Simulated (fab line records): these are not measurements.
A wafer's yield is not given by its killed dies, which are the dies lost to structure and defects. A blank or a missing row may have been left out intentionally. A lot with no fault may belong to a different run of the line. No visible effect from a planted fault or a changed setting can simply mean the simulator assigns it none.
One fault seen from 2 desks	flow gf180mcu	each desk has only its own numbers; what lay behind them comes last

== AT THE TOOL OWNER'S DESK: pecvd-01 ==
The tool's own readings at GF_MIM_CVD_05 (deposits Si3N4, target thk 42 nm, time 29.086 s): means of the sampled wafers that have a number, for each lot that ran on this tool. Marked OUT: a lot whose mean sits more than 4 standard deviations from the usual mean, which makes it out of limits; the brackets give that distance.
Columns: A = heaterPowerW at GF_MIM_CVD_05, usual 678 W
lot	first seen here	A
L510	day 27 17:47	641
L513	day 28 08:06	698
L514	day 28 12:42	626
L518	day 29 14:00	668
This desk's finding: nothing out of limits on any of the 4 lots.

== METROLOGY DESK ==
Means of the sampled wafers that have a number, per lot and without regard to the tool the lot ran on: this is what the gauges read. Marked OUT: a lot whose mean sits more than 4 standard deviations from the usual mean, which makes it out of limits; the brackets give that distance.
Columns: A = cdNm at GF_M4_CD_MEAS_14, usual 280.2 nm; B = MIM_CVD_05_THK at GF_MIM_THK_MEAS_06, usual 42.0 nm
lot	first seen here	A	B
L503	day 23 07:44	279.3	42.9
L504	day 23 15:47	279.5	42.3
L505	day 23 18:08	280.0	41.7
L506	day 24 09:36	279.7	42.9
L507	day 25 01:26	280.9	42.3
L509	day 25 13:46	279.7	42.2
L510	day 26 19:26	279.8	41.4
L511	day 26 19:49	279.9	42.3
L513	day 27 09:25	280.4	41.7
L514	day 27 13:38	278.7	41.7
L518	day 28 16:05	279.1	47.1 (+9.3) OUT
L523	day 29 06:35	277.9	41.9
L524	day 29 14:12	281.0	42.5
Finding of this desk: L518 out of limits, first seen on L518 at day 29 14:02 (MIM_CVD_05_THK at GF_MIM_THK_MEAS_06). Within limits: L503, L504, L505, L506, L507, L509, L510, L511, L513, L514, L523, L524.

== ALL TOGETHER ==
Metrology desk: alarm possible at day 29 14:02 on L518.
The tool owner's desk saw nothing out of limits.
On record at the tool owner's desk: L518, within its limits.
The lots listed all ran GF_MIM_CVD_05 on pecvd-01.

== WHAT THE SIMULATOR PUT IN ==
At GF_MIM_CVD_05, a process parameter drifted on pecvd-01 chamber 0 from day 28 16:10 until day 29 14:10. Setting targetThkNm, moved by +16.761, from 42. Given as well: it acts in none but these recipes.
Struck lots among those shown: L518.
Per desk, hours elapsed from the start of the fault to the first reading out of limits: for the metrology desk, 22.
